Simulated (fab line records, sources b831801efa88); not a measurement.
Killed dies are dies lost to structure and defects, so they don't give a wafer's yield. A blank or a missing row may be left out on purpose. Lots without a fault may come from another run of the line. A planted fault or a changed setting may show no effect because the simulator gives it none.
One fault seen from 2 desks | flow sky130 | each desk has only its own numbers; what lay behind them comes last

THE TOOL OWNER'S DESK: litho_track-04
The tool's own readings at SKY_VT_ADJUST_LVTN_DEHYDRATE_00 (time 60 s): means of the sampled wafers that have a number, for each lot that ran on this tool. A lot is out of limits, marked OUT, if its mean lies more than 4 standard deviations from the usual mean; the brackets give that distance.
Columns: A = heater_power_total_W at SKY_VT_ADJUST_LVTN_DEHYDRATE_00, usual 160.37 W; B = plate_temp_C at SKY_VT_ADJUST_LVTN_DEHYDRATE_00, usual 199.97 C
lot  | first seen here | A                | B
L183 | day 7 15:32     | 160.27           | 200.05
L187 | day 8 15:43     | 160.42           | 199.88
L192 | day 9 23:28     | 158.41 (-15) OUT | 198.14 (-13) OUT
L193 | day 10 03:53    | 158.39 (-15) OUT | 198.14 (-13) OUT
This desk's finding: out of limits on L192, L193; first on L192, day 9 23:28 (heater_power_total_W at SKY_VT_ADJUST_LVTN_DEHYDRATE_00). In limits: L183, L187.

THE METROLOGY DESK
What the gauges read, lot by lot, whatever tool the lot ran on: means of the sampled wafers that have a number. A lot is out of limits, marked OUT, if its mean lies more than 4 standard deviations from the usual mean; the brackets give that distance.
Columns: A = VT_ADJUST_NCORE_TW at SKY_VT_ADJUST_NCORE_TW_MEAS_11, usual 217.3
lot  | first seen here | A
L180 | day 9 00:55     | 216.4
L183 | day 9 21:32     | 217.2
L184 | day 10 09:10    | 217.9
L186 | day 10 16:19    | 215.5
L187 | day 10 21:14    | 218.0
L189 | day 11 12:40    | 217.3
L190 | day 11 19:52    | 215.3
L192 | day 12 09:31    | 218.1
L193 | day 12 14:34    | 218.4
L195 | day 13 04:29    | 217.4
L199 | day 14 07:07    | 218.2
L202 | day 15 07:54    | 217.0
This desk's finding: nothing out of limits on any of the 12 lots.

PUT TOGETHER
The tool owner's desk could have raised an alarm at day 9 23:28, on L192, L193.
The metrology desk saw nothing out of limits.
The metrology desk has L192, L193 on record, within its limits.
Of the lots named, all ran SKY_VT_ADJUST_LVTN_DEHYDRATE_00 on litho_track-04.

WHAT THE SIMULATOR HAD PUT IN
Process parameter drift: litho_track-04, from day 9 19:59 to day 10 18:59, at SKY_VT_ADJUST_LVTN_DEHYDRATE_00. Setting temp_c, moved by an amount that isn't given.
Lots struck among those shown: L192, L193.
Hours from the fault's start to each desk's first reading out of limits: the tool owner's desk, 3.
